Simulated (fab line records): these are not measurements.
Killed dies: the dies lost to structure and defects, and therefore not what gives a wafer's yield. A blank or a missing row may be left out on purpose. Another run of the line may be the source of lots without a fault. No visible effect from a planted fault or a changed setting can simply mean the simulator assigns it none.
fab line records | flow sky130
record lots=12 wafers=36 last-day=50
route steps=708 shown METAL1@440 VIA1@478 METAL2@483 PAD_OPEN@708
lots that met no fault: from a run of the same line without faults
start-h: the number of hours between the record's first day and the start of the first shown wafer of the lot | wait-h: hours elapsed since this lot's preceding step | " unchanged from the row above | L1.1+2: several wafers, shown together as one row | - no value present, or no start provided | * or withheld: withheld | < > ~ a bound
route shown NAME@n: a module of which the file shows steps, and the number in the route of the first | usual: average and standard deviation across the fault-free wafers | same: alike in all rows | chamber/n: place in a boat | sites: each site's reading | _std_site: the values' standard deviation | _edge_site: inner sites' mean taken away from outer sites' mean | radius-mm: how far each site lies from the wafer's centre | mask NAME#n: copy n | behind: the last tool/chamber to shape the wafer | hold: the reason the lot was held/the length of the hold in hours/how it ended | device: which transistor (n, p or np) failed to switch | end of line: at the end of the route, the tests of the same wafers | a step with no rows: only its recipe | killed: the dies lost at the first sort to structure and to defects; this is not the yield of the wafer | map: a wafer's dies, x killed, . not, _ none there
set.NAME: the setting as run; set.NAME@STEP: as run at that earlier step | model.NAME: the simulator's own value behind a step, which no gauge read
steps of the route over a sample of lots; a table a step, a row a wafer
services: the hour from which a tool's chamber was out of use, counted from the record's first day as start-h (under 0 if before that day), plus the number of hours and why
## steps
# step SKY_METAL1_THK_MEAS_06
# recipe thk-meas-gauge=xrf reads=AlCu_of_METAL1_SPUTTER_02
# usual METAL1_ALCU_THK=255/3.7
# columns lot.wafer tool chamber start-h wait-h METAL1_ALCU_THK[nm]
L659.3 film-metro-01 - 738.41 0.1 259
L659.4 " - " " 257
L659.6 " - " " 257
L660.1 film-metro-02 - 749.67 0.1 254
L660.3 " - " " 254
L660.6 " - " " 260
L668.2 film-metro-04 - 823.57 0.1 260
L668.4 " - " " 254
L668.5 " - " " 263
L671.1 film-metro-01 - 844.16 0.1 253
L671.4 " - " " 255
L671.6 " - " " 255
L670.3 film-metro-04 - 844.49 0.1 259
L670.4 " - " " 254
L670.6 " - " " 254
L673.2 film-metro-04 - 854.66 0.1 256
L673.4 " - " " 252
L673.6 " - " " 250
L675.2 film-metro-04 - 871.09 0.1 254
L675.3 " - " " 255
L675.5 " - " " 257
L677.1 film-metro-01 - 879.38 0.1 258
L677.4 " - " " 256
L677.5 " - " " 259
L678.2 film-metro-04 - 895.22 0.1 253
L678.4 " - " " 252
L678.5 " - " " 252
L679.1 film-metro-02 - 901.51 0.1 257
L679.3 " - " " 256
L679.6 " - " " 253
L680.3 film-metro-02 - 908.35 0.1 253
L680.4 " - " " 258
L680.6 " - " " 252
L681.4 film-metro-01 - 919.35 0.1 256
L681.5 " - " " 250
L681.6 " - " " 254
# step SKY_VIA1_SPUTTER_20
# recipe material=TiN target-thk-nm=20 chamber-pressure-pa=5 power-w=4000 time-s=80
# usual cathode-dc-power-W=4000.0/0.62 throttle-valve-pct=29.8/1.1
# columns lot.wafer tool chamber start-h wait-h cathode-dc-power-W throttle-valve-pct
L659.3 pvd-sputter-02 - 793.64 0.0 4000.9 30.2
L659.4 " - " " 4000.2 31.2
L659.6 " - " " 4001.0 28.9
L660.1 pvd-sputter-02 - 804.97 0.0 4000.9 30.2
L660.3 " - " " 4000.5 29.0
L660.6 " - " " 4001.1 29.3
L668.2 pvd-sputter-02 - 877.42 0.0 3837.3 31.3
L668.4 " - " " 3837.6 28.7
L668.5 " - " " 3837.3 30.5
L671.1 pvd-sputter-04 - 898.02 0.0 4001.0 27.8
L671.4 " - " " 4000.6 30.2
L671.6 " - " " 4000.0 28.8
L670.3 pvd-sputter-02 - 898.39 0.0 3837.3 29.4
L670.4 " - " " 3838.5 31.1
L670.6 " - " " 3837.6 31.5
L673.2 pvd-sputter-03 - 908.23 0.0 4000.8 31.1
L673.4 " - " " 3999.0 30.1
L673.6 " - " " 3999.6 28.7
L675.2 pvd-sputter-03 - 923.94 0.0 4000.3 30.8
L675.3 " - " " 4000.0 29.8
L675.5 " - " " 4000.5 31.1
L677.1 pvd-sputter-04 - 931.49 0.0 3999.8 28.7
L677.4 " - " " 4000.8 27.6
L677.5 " - " " 3999.1 28.5
L678.2 pvd-sputter-03 - 947.19 0.0 3999.9 31.3
L678.4 " - " " 4000.2 30.8
L678.5 " - " " 3999.1 29.9
L679.1 pvd-sputter-04 - 952.18 0.0 4000.1 28.8
L679.3 " - " " 4000.6 27.4
L679.6 " - " " 4000.8 29.2
L680.3 pvd-sputter-03 - 959.59 0.0 4000.0 31.2
L680.4 " - " " 3999.4 29.8
L680.6 " - " " 4000.5 30.8
L681.4 pvd-sputter-03 - 969.91 0.0 3999.8 31.3
L681.5 " - " " 3999.7 29.2
L681.6 " - " " 4000.6 31.2
# step SKY_METAL2_SPUTTER_00
# recipe material=Ti target-thk-nm=15 power-w=3000 time-s=10 chamber-pressure-pa=0.4
# usual cathode-dc-power-W=3000.1/0.59 throttle-valve-pct=29.9/0.99
# columns lot.wafer tool chamber start-h wait-h cathode-dc-power-W throttle-valve-pct
L659.3 pvd-sputter-01 - 794.28 0.1 3000.2 29.4
L659.4 " - " " 3000.6 30.7
L659.6 " - " " 3000.9 30.9
L660.1 pvd-sputter-01 - 805.61 0.1 3000.7 30.6
L660.3 " - " " 3000.4 29.3
L660.6 " - " " 3000.9 30.7
L668.2 pvd-sputter-03 - 878.06 0.1 3001.5 30.9
L668.4 " - " " 2999.5 29.9
L668.5 " - " " 2999.6 29.8
L671.1 pvd-sputter-04 - 898.66 0.1 3000.3 30.3
L671.4 " - " " 3000.1 29.4
L671.6 " - " " 3000.0 28.6
L670.3 pvd-sputter-01 - 899.02 0.1 3000.4 29.3
L670.4 " - " " 3000.2 30.7
L670.6 " - " " 2999.8 30.7
L673.2 pvd-sputter-01 - 908.87 0.1 2999.5 30.3
L673.4 " - " " 3001.0 30.6
L673.6 " - " " 3000.5 30.8
L675.2 pvd-sputter-01 - 924.66 0.2 2999.8 29.1
L675.3 " - " " 3000.2 30.9
L675.5 " - " " 2999.2 30.8
L677.1 pvd-sputter-04 - 932.13 0.2 3000.4 30.4
L677.4 " - " " 3000.5 29.9
L677.5 " - " " 3000.3 28.0
L678.2 pvd-sputter-04 - 947.83 0.1 3000.8 28.5
L678.4 " - " " 3000.1 30.3
L678.5 " - " " 2999.0 30.1
L679.1 pvd-sputter-01 - 952.82 0.1 3000.0 30.5
L679.3 " - " " 2999.4 29.4
L679.6 " - " " 2999.6 31.1
L680.3 pvd-sputter-03 - 960.23 0.1 2999.5 29.8
L680.4 " - " " 3000.9 28.7
L680.6 " - " " 2999.3 29.8
L681.4 pvd-sputter-04 - 970.55 0.1 2999.2 29.3
L681.5 " - " " 2999.9 30.0
L681.6 " - " " 3000.1 29.5
# step SKY_METAL2_SPUTTER_01
# recipe material=TiN target-thk-nm=20 power-w=6500 time-s=16.7 chamber-pressure-pa=0.4
# usual cathode-dc-power-W=6500.2/1.1 throttle-valve-pct=29.9/0.98
# columns lot.wafer tool chamber start-h wait-h cathode-dc-power-W throttle-valve-pct
L659.3 pvd-sputter-01 - 794.30 0.0 6502.8 28.9
L659.4 " - " " 6500.2 30.8
L659.6 " - " " 6500.3 31.0
L660.1 pvd-sputter-01 - 805.63 0.0 6500.1 30.6
L660.3 " - " " 6501.4 29.2
L660.6 " - " " 6501.6 30.9
L668.2 pvd-sputter-03 - 878.08 0.0 6500.4 30.9
L668.4 " - " " 6498.9 29.7
L668.5 " - " " 6500.3 30.0
L671.1 pvd-sputter-04 - 898.68 0.0 6501.4 30.1
L671.4 " - " " 6501.8 29.3
L671.6 " - " " 6502.0 28.7
L670.3 pvd-sputter-01 - 899.04 0.0 6499.9 29.1
L670.4 " - " " 6500.0 30.6
L670.6 " - " " 6500.1 30.8
L673.2 pvd-sputter-01 - 908.89 0.0 6500.0 30.6
L673.4 " - " " 6501.7 30.8
L673.6 " - " " 6500.3 30.7
L675.2 pvd-sputter-01 - 924.69 0.0 6500.0 29.5
L675.3 " - " " 6498.4 30.8
L675.5 " - " " 6499.8 30.7
L677.1 pvd-sputter-04 - 932.15 0.0 6498.0 30.1
L677.4 " - " " 6499.6 30.1
L677.5 " - " " 6500.7 27.7
L678.2 pvd-sputter-04 - 947.85 0.0 6499.5 28.7
L678.4 " - " " 6500.9 30.3
L678.5 " - " " 6499.3 30.3
L679.1 pvd-sputter-01 - 952.84 0.0 6500.0 30.5
L679.3 " - " " 6501.8 29.3
L679.6 " - " " 6501.0 30.7
L680.3 pvd-sputter-03 - 960.25 0.0 6500.0 29.8
L680.4 " - " " 6499.5 29.0
L680.6 " - " " 6502.7 30.1
L681.4 pvd-sputter-04 - 970.57 0.0 6501.2 29.1
L681.5 " - " " 6499.0 29.9
L681.6 " - " " 6501.0 28.9
# step SKY_PAD_OPEN_PROBE_99
# usual defect-limited-yield=81.8/2 killed_at_M0_to_M3=44/7.5 killed_at_M4_up=3.3/1.8 killed-at-contacts=25/5.9 killed-at-front-end=16/4.7 killed-at-other=0.3/0.52 killed-dies=89/9.9 killed-open=49/7.8 killed-short=40/5.8 sort_bin_3_pad_short=0.9/0.43 sort_bin_5_function=10.8/1.5 sort_bin_6_memory=6.4/1.1 sort-n-pass=403/9.9 sort-yield-pct=81.8/2
# same gross-dies=492 killed-at-back-side=0 sort_bin_4_leakage[%]=0 sort_bin_8_speed[%]=0
# columns lot.wafer tool chamber start-h wait-h defect-limited-yield[%] killed_at_M0_to_M3 killed_at_M4_up killed-at-contacts killed-at-front-end killed-at-other killed-dies killed-open killed-short sort_bin_3_pad_short[%] sort_bin_5_function[%] sort_bin_6_memory[%] sort-n-pass sort-yield-pct[%]
L659.3 prober-02 - 1077.61 0.2 82.3 40 4 26 16 1 87 45 41 0.8 10.6 6.3 405 82.3
L659.4 prober-02 - 1077.66 0.2 82.1 43 6 20 19 0 88 39 49 1.0 9.6 7.3 404 82.1
L659.6 prober-02 - 1077.76 0.2 83.5 42 4 16 19 0 81 43 35 1.2 9.3 5.9 411 83.5
# killed by level:class
L659.3 VIA1:geometric-particle:open=11 CONTACT:geometric-particle:open=8 VIA2:geometric-particle:open=6 LI_CONTACT:geometric-particle:short=5 LI_CONTACT:geometric-particle:open=5 CONTACT:geometric-particle:short=5 VIA3:geometric-particle:short=5 VIA2:geometric-particle:short=4
L659.4 METAL1:geometric-particle:short=9 FIELD_ISO:geometric-particle:short=7 LI_CONTACT:geometric-particle:open=7 VIA1:geometric-particle:open=7 METAL4:geometric-particle:short=6 FIELD_ISO:geometric-particle:open=5 CONTACT:geometric-particle:open=5 VIA2:geometric-particle:open=4
L659.6 POLY_GATE:geometric-particle:short=7 VIA1:geometric-particle:open=7 VIA2:geometric-particle:open=7 FIELD_ISO:geometric-particle:open=5 CONTACT:geometric-particle:short=5 CONTACT:geometric-particle:open=5 METAL1:geometric-particle:short=5 METAL2:geometric-particle:short=5
## services
# columns tool chamber start-h hours kind
pvd-sputter-03 - 783.83 1.1 repair
pvd-sputter-02 - 810.81 4.5 repair
pvd-sputter-03 - 830.00 3.5 repair
pvd-sputter-02 - 845.70 5.3 repair
pvd-sputter-02 - 882.27 3.4 repair
pvd-sputter-04 - 921.83 1.7 repair
pvd-sputter-02 - 933.33 1.2 repair
pvd-sputter-02 - 935.67 5.1 repair
pvd-sputter-04 - 942.29 3.1 repair
## key
first-sign step=SKY_VIA1_SPUTTER_20 reading=cathode-dc-power-W direction=down sigmas=99+ usual=4000.0 struck=3837.6
effect none on later readings
met-at SKY_VIA1_SPUTTER_20
struck-lots L668,L670
not-acting-at SKY_METAL1_THK_MEAS_06,SKY_METAL2_SPUTTER_00,SKY_METAL2_SPUTTER_01
onset-between 804.97 877.42
fault kind=process-parameter-drift tool=pvd-sputter-02 chamber=- onset-h=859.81 steps=SKY_VIA1_SPUTTER_20 channel=power-w offset=* shape=step end-h=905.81 acts-in=* stated=*
